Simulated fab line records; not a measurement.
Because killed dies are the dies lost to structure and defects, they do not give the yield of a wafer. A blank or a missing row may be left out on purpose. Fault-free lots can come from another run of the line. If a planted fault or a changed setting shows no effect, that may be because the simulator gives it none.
Split-lot study    flow sky130    27 wafers read from 5 lots, route of 708 steps

== SPLIT DETAILS ==
At SKY_LOCAL_INTERCONNECT_SPUTTER_00 (material TiN, target thk 100 nm, time 83.3 s), the setting time_s was moved away from the recipe's 83.3 s on 9 of the 27 wafers read, by -21.2% to +44.7%. For the rest of the wafers, this setting stayed at what the recipe calls for.

== FROM SPLIT TO READING: 1 step shown by the file between the two ==
- SKY_LOCAL_INTERCONNECT_RS_MEAS_01: measures by four-point-probe

== THE READING ==
LOCAL_INTERCONNECT_TIN_THK, in nm, at SKY_LOCAL_INTERCONNECT_THK_MEAS_02 (measures by xrf). Fault-free wafers of this fab line usually give 98.3 nm, standard deviation 0.94 nm.

wafer   tool, chamber at the split  time_s as run, s  against the recipe  LOCAL_INTERCONNECT_TIN_THK, nm  against lot-mates on the recipe
L074.1  pvd_sputter-04, -           110.2             +32.3%              130.4                           +32.8
L074.2  pvd_sputter-04, -           110.2             +32.3%              129.8                           +32.2
L074.3  pvd_sputter-04, -           83.3              recipe              97.8                            -
L074.4  pvd_sputter-04, -           110.2             +32.3%              129.7                           +32.1
L074.5  pvd_sputter-04, -           83.3              recipe              97.9                            -
L074.6  pvd_sputter-04, -           83.3              recipe              97.2                            -
L075.1  pvd_sputter-03, -           83.3              recipe              99.8                            -
L075.2  pvd_sputter-03, -           83.3              recipe              99.6                            -
L075.3  pvd_sputter-03, -           83.3              recipe              98.9                            -
L075.4  pvd_sputter-03, -           83.3              recipe              101.7                           -
L075.5  pvd_sputter-03, -           83.3              recipe              99.8                            -
L075.6  pvd_sputter-03, -           83.3              recipe              100.4                           -
L077.4  pvd_sputter-01, -           83.3              recipe              97.9                            -
L077.5  pvd_sputter-01, -           83.3              recipe              97.8                            -
L077.6  pvd_sputter-01, -           83.3              recipe              98.1                            -
L079.1  pvd_sputter-04, -           120.5             +44.7%              143.7                           +45.4
L079.2  pvd_sputter-04, -           83.3              recipe              98.6                            -
L079.3  pvd_sputter-04, -           83.3              recipe              97.8                            -
L079.4  pvd_sputter-04, -           120.5             +44.7%              143.1                           +44.8
L079.5  pvd_sputter-04, -           120.5             +44.7%              142.7                           +44.4
L079.6  pvd_sputter-04, -           83.3              recipe              98.6                            -
L084.1  pvd_sputter-03, -           83.3              recipe              96.5                            -
L084.2  pvd_sputter-03, -           83.3              recipe              98.1                            -
L084.3  pvd_sputter-03, -           65.66             -21.2%              77.1                            -20.3
L084.4  pvd_sputter-03, -           65.66             -21.2%              77.4                            -20.0
L084.5  pvd_sputter-03, -           83.3              recipe              97.6                            -
L084.6  pvd_sputter-03, -           65.66             -21.2%              77.7                            -19.7

THE FIT
A straight line over all 27 wafers: LOCAL_INTERCONNECT_TIN_THK changes by +0.992 nm for each +1% of time_s; r = +1.00; the points scatter about the line by 1.1 nm.
The same after taking each lot's own level away (the mean of its wafers on the recipe; 27 wafers): +0.992 nm for each +1%; r = +1.00; scatter 0.65 nm.
Per that fit: largest time_s move, reading shift of 44 nm.
The span of the lots' own levels, 97.40 to 100.03 nm, comes to 2.8 times the standard deviation stated above.
The two slopes are in agreement: the lot-to-lot level therefore moves the slope only a little.
Check: with one of the wafers moved furthest among these (+44.7%) left out of the fit, the line predicts +44.3 nm for it against its lot-mates. It came out at +45.4 nm against them.

== THE WHOLE CHAIN: every reading that the file lists as answering this split, in the file's order ==
step                                  what it does                                                            reading                                                                                       change (the file's fit)                                                               r (the file's)
SKY_LOCAL_INTERCONNECT_SPUTTER_00     material TiN, target thk 100 nm, time 83.3 s                            TiN_of_LOCAL_INTERCONNECT_SPUTTER_00.thk_nm (the simulator's own value, which no gauge read)  +1.01 nm for each +1% of the setting                                                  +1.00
SKY_LOCAL_INTERCONNECT_RS_MEAS_01     measures by four-point-probe                                            LOCAL_INTERCONNECT_TIN_RS                                                                     -0.116 for each +1% of the setting                                                    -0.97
SKY_LOCAL_INTERCONNECT_THK_MEAS_02    measures by xrf                                                         LOCAL_INTERCONNECT_TIN_THK                                                                    +0.995 for each +1% of the setting                                                    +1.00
SKY_LOCAL_INTERCONNECT_METAL_ETCH_14  etches TiN in Cl2/BCl3, stops on PSG, target depth 110 nm, time 31.4 s  oes_product_au                                                                                not straight: 0.822 at the lowest setting, 0.939 at the recipe, 0.994 at the highest  not given

== FILE'S OWN FIT ==
LOCAL_INTERCONNECT_TIN_THK changes by +0.995 nm for each +1% of time_s, r = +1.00.
